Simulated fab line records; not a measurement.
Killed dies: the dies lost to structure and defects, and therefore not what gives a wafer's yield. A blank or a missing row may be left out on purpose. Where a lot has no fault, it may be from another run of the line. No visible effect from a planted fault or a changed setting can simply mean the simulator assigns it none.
Which of the tools did it? / flow gf180mcu / 12 lots, 36 wafers sampled, at 1 step of a route of 602

== WHAT THE GAUGES READ, wafer by wafer ==
GF_M3_CD_MEAS_14: target cd 280 nm.
lot=L075; measured=day 21 20:39; on=cd_sem-02; cd_nm (nm)=279.5 279.9 279.1
lot=L077; measured=day 22 11:29; on=cd_sem-01; cd_nm (nm)=277.5 277.9 279.2
lot=L079; measured=day 23 09:31; on=cd_sem-01; cd_nm (nm)=281.0 280.5 280.5
lot=L081; measured=day 24 03:53; on=cd_sem-01; cd_nm (nm)=279.1 280.3 280.1
lot=L083; measured=day 24 14:48; on=cd_sem-02; cd_nm (nm)=280.5 280.8 281.1
lot=L085; measured=day 25 06:51; on=cd_sem-01; cd_nm (nm)=280.0 280.9 279.7
lot=L087; measured=day 25 19:07; on=cd_sem-02; cd_nm (nm)=277.7 279.6 279.8
lot=L089; measured=day 26 13:02; on=cd_sem-02; cd_nm (nm)=281.0 279.6 277.9
lot=L091; measured=day 27 08:13; on=cd_sem-01; cd_nm (nm)=281.3 281.1 280.7
lot=L093; measured=day 27 13:25; on=cd_sem-01; cd_nm (nm)=283.0 283.2 282.1
lot=L095; measured=day 28 08:37; on=cd_sem-02; cd_nm (nm)=283.2 281.7 282.6
lot=L097; measured=day 28 21:04; on=cd_sem-01; cd_nm (nm)=280.9 280.3 280.1

== EACH LOT AND THE TOOL THAT RAN IT (in order: tool; ch and the chambers of the sampled wafers; start) ==
The record holds no process step before these readings.

== THE ANSWER, worked out from the rows above alone ==
Rule: the lots themselves supply what counts as usual. The widest of any qualifying gaps counts: lots, ordered by their means at a reading, are off when they make up no more than a third of the lots, leave a main group of 4 or more, and stand apart from it by 3 or more times the standard deviation of that group's means. A main group whose means are all the same, to the digits that the tables above print for the reading, isn't used. Also off: a lot with no number at a reading for which 4 or more lots have one. Any other lot the step has rows for is counted as sound.
No lot is off at any reading shown: from this, nothing can be told.

== WHAT HAD BEEN PUT IN BY THE SIMULATOR ==
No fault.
